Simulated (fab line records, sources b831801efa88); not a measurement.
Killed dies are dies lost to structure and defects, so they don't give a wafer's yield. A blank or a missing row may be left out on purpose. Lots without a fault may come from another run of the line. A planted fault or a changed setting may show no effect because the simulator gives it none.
A struck lot beside a sound one | flow sfq_line | 29 steps out of a route of 325
Sound: wafers L332.2, L332.4, L332.5. Struck: wafers L341.1, L341.2, L341.3. The cause comes at the end.
At each step with rows: each side's tool, then ch and its chambers, then its first start. Under that, the readings that differ: sound wafers | struck wafers | difference of the means | sigmas: that difference in standard deviations of wafers without a fault.
alike: readings whose means differ by less than 2 such deviations, and words and numbers that are the same on both sides. not compared: withheld readings, readings that some wafer has no value for, bounds like >300 that may hide the same value, and numbers for which the record gives no deviation and whose values overlap.
The two part at a step that has a row with sigmas, a row that says differs or no value, or rows on one side only. Numbers that don't overlap but have no deviation are shown without sigmas and don't part them. A reading that every wafer of one side lacks parts them only if that side has two wafers or more.

first, 2 steps without rows for these wafers: SFQ_TRILAYER_L0_VIA_STRIP_SOLV_CLEAN_018 (cleans in NMP, time 600 s); SFQ_TRILAYER_M0_DEP_PRE_CLEAN_020 (time 15 s).
SFQ_TRILAYER_M0_DEP_SPUTTER_019: material Nb, target thk 200 nm, time 133.3 s.
  sound on pvd_sputter-05, day 10 08:06; struck on pvd_sputter-06, day 12 22:27
  alike: resputter_cathode_voltage_v, throttle_valve_pct
SFQ_M0_RS_MEAS_904: measures by four-point-probe.
  sound on film_metro-04, day 10 08:13; struck on film_metro-04, day 12 22:32
  alike: M0_NB_RS
then, 6 steps without rows for these wafers: SFQ_TRILAYER_M0_LITHO_COAT_026 (resist thk 62 nm); SFQ_TRILAYER_M0_LITHO_COAT_021 (resist thk 600 nm); SFQ_TRILAYER_M0_LITHO_SOFTBAKE_025; SFQ_TRILAYER_M0_LITHO_EXPOSE_022 (exposes mask M0, target cd 500 nm); SFQ_TRILAYER_M0_LITHO_PEB_024 (peb time 60 s); SFQ_TRILAYER_M0_LITHO_DEVELOP_023 (time 60 s).
-- the record jumps here: 5 days lie between the struck wafers' starts before and after --
SFQ_M0_OVL_MEAS_906:
  sound on overlay-01, day 14 20:08; struck on overlay-02, day 17 16:25
  alike: M0_OVL
SFQ_TRILAYER_M0_BARC_OPEN_METAL_ETCH_031: etches BARC in O2, target depth 125 nm, time 41.7 s.
  sound on rie_metal-04 ch 0,1, day 14 20:10; struck on rie_metal-04 ch 0,1, day 17 16:27
  no value came back on the struck wafers for bias_w (W), chamber_pressure_mTorr (mTorr), drypump_motor_current_A (A), oes_product_au (a.u.); on the sound wafers bias_w (W) reads 79.78 79.91 79.43
  reading                                             | sound             | struck        | difference | sigmas
  model.KrF_of_TRILAYER_M0_LITHO_COAT_021.thk_nm (nm) | 525.1 525.5 523.9 | 574 573.1 574 | +49        |
  not compared: rf_hours_counter_h
SFQ_TRILAYER_M0_ETCH_METAL_ETCH_024: etches Nb in Cl2/Ar, stops on SiO2, target depth 240 nm, time 120 s.
  sound on rie_metal-04 ch 0,1, day 14 20:14; struck on rie_metal-04 ch 0,1, day 17 16:31
  reading                                             | sound             | struck            | difference | sigmas
  oes_product_au (a.u.)                               | 0.896 0.901 0.907 | 0.367 0.384 0.368 | -0.528     | -77
  model.KrF_of_TRILAYER_M0_LITHO_COAT_021.thk_nm (nm) | 383.8 384.9 382.1 | 431.2 432.8 430.4 | +47.9      |
  alike: bias_w, chamber_pressure_mTorr, drypump_motor_current_A
  not compared: rf_hours_counter_h
then, 2 steps without rows for these wafers: SFQ_TRILAYER_M0_STRIP_STRIP_025 (strips in O2); SFQ_TRILAYER_M0_STRIP_SOLV_CLEAN_026 (cleans in NMP, time 600 s).
SFQ_TRILAYER_I0_DEP_PECVD_027: deposits SiO2 from SiH4/N2O, time 111.11 s, target thk 500 nm.
  sound on pecvd-02 ch 0,1,2, day 14 21:08; struck on pecvd-02 ch 0,1,2, day 17 17:25
  alike: heater_power_w, throttle_valve_pct
SFQ_TRILAYER_I0_CMP_CMP_028: polishes SiO2.
  sound on cmp-01 ch 2,3, day 14 21:43; struck on cmp-01 ch 1,2,3, day 17 17:29
  alike: motor_current_A, time_to_endpoint_s
SFQ_I0_BOW_MEAS_907:
  sound on film_metro-03, day 15 00:14; struck on film_metro-04, day 17 20:29
  alike: I0_BOW
then, 4 steps without rows for these wafers: SFQ_TRILAYER_I0_METRO_MEASURE_029; SFQ_TRILAYER_I0_VIA_LITHO_COAT_036 (resist thk 62 nm); SFQ_TRILAYER_I0_VIA_LITHO_COAT_031 (resist thk 650 nm); SFQ_TRILAYER_I0_VIA_LITHO_SOFTBAKE_035.
-- the record jumps here: 6 days lie between the struck wafers' starts before and after --
SFQ_TRILAYER_I0_VIA_LITHO_EXPOSE_032: exposes mask I0, target cd 500 nm.
  sound on krf_scanner-01 ch 0, day 20 12:30; struck on krf_scanner-01, day 23 13:03
  no value came back on the struck wafers for exposure_dose_mJ_cm2, focus_offset_nm (nm), stage_vel_mm_s (mm/s); on the sound wafers exposure_dose_mJ_cm2 reads 21.308 21.313 21.296
  alike: mask
then, 2 steps without rows for these wafers: SFQ_TRILAYER_I0_VIA_LITHO_PEB_034 (peb time 60 s); SFQ_TRILAYER_I0_VIA_LITHO_DEVELOP_033 (time 60 s).
SFQ_I0_OVL_MEAS_908:
  sound on overlay-02, day 20 13:48; struck on overlay-02, day 23 14:33
  reading     | sound  | struck | difference                    | sigmas
  I0_OVL (nm) | -5 5 6 | - - -  | no value on the struck wafers |
SFQ_TRILAYER_I0_VIA_BARC_OPEN_VIA_ETCH_046: etches BARC in O2, target depth 125 nm, time 41.7 s.
  sound on rie_diel-03 ch 1,2,3, day 20 13:50; struck on rie_diel-01 ch 0,2,3, day 23 14:35
  alike: bias_w, chamber_pressure_mTorr, drypump_motor_current_A, oes_product_au
  not compared: rf_hours_counter_h
SFQ_TRILAYER_I0_VIA_ETCH_VIA_ETCH_034: etches SiO2 in CHF3, stops on Nb, target depth 260 nm.
  sound on rie_diel-03 ch 1,2,3, day 20 13:52; struck on rie_diel-01 ch 0,2,3, day 23 14:37
  reading               | sound             | struck            | difference                    | sigmas
  oes_product_au (a.u.) | 0.857 0.855 0.850 | 0.384 0.376 0.376 | -0.475                        | -91
  model.I0.cd_nm (nm)   | 499.5 498.2 499   | - - -             | no value on the struck wafers |
  alike: bias_w, chamber_pressure_mTorr, drypump_motor_current_A
SFQ_TRILAYER_I0_VIA_STRIP_STRIP_035: strips in O2.
  sound on rie_metal-01 ch 0,1, day 20 13:59; struck on rie_metal-03 ch 0,1, day 23 14:44
  alike: drypump_motor_current_A, oes_product_au
  not compared: rf_hours_counter_h

WHERE THEY PART
First at SFQ_TRILAYER_M0_BARC_OPEN_METAL_ETCH_031; last, within this record, at SFQ_TRILAYER_I0_VIA_ETCH_VIA_ETCH_034. Later steps at which nothing parts them and some readings are alike: SFQ_TRILAYER_I0_VIA_STRIP_STRIP_035.

WHY: what the simulator had put in
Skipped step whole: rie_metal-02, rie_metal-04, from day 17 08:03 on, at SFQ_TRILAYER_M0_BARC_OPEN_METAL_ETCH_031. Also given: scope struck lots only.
